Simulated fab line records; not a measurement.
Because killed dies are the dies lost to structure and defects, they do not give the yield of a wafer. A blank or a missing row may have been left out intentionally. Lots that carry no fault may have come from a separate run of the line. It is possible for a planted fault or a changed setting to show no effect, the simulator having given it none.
Which tool was responsible? + flow sfq_line + 6 lots with 18 wafers sampled at 2 steps, on a route of 325 steps

WHAT THE GAUGES SHOWED, per wafer
SFQ_R5_RS_MEAS_933: measurement is done with a four-point probe.
| lot  | measured     | on            | R5_MONX_RS (ohm/sq) |
|------|--------------|---------------|---------------------|
| L505 | day 60 00:20 | film_metro-04 | 7.34 7.20 7.22      |
| L510 | day 65 00:50 | film_metro-03 | 7.27 7.39 7.29      |
| L515 | day 70 08:52 | film_metro-04 | 7.27 7.15 7.29      |
| L519 | day 72 00:26 | film_metro-03 | 7.27 7.38 7.28      |
| L522 | day 73 14:46 | film_metro-04 | 7.08 7.16 7.25      |
| L524 | day 75 01:05 | film_metro-03 | 7.32 7.21 7.26      |

WHICH TOOL RAN EACH LOT (tool, then ch and the chambers of the sampled wafers, then the start)
| lot  | SFQ_TRILAYER_R5_DEP_SPUTTER_133 |
|------|---------------------------------|
| L505 | pvd_sputter-05, day 60 00:16    |
| L510 | pvd_sputter-05, day 65 00:46    |
| L515 | pvd_sputter-04, day 70 08:46    |
| L519 | pvd_sputter-04, day 72 00:22    |
| L522 | pvd_sputter-05, day 73 14:40    |
| L524 | pvd_sputter-04, day 75 00:59    |
- SFQ_TRILAYER_R5_DEP_SPUTTER_133: material MoNx, target thk 40 nm, time 66.7 s.

THE ANSWER, worked out from the rows above alone
Rule: usual is defined by the lots themselves. Put in order of their means at a reading, lots are off if they are a third of the lots or fewer, leave a main group of 4 or more, and stand apart from it by a gap of 3 or more times the standard deviation of the main group's means; of several such gaps the widest counts. The tables above print the reading to a certain number of digits; a main group whose means all agree to those digits is not used. A lot without any number at a reading at which 4 lots or more have one is off too. All remaining lots with rows at the step are treated as sound.
Nothing can be told from this: no lot is off at any reading shown.

WHAT THE SIMULATOR PUT IN
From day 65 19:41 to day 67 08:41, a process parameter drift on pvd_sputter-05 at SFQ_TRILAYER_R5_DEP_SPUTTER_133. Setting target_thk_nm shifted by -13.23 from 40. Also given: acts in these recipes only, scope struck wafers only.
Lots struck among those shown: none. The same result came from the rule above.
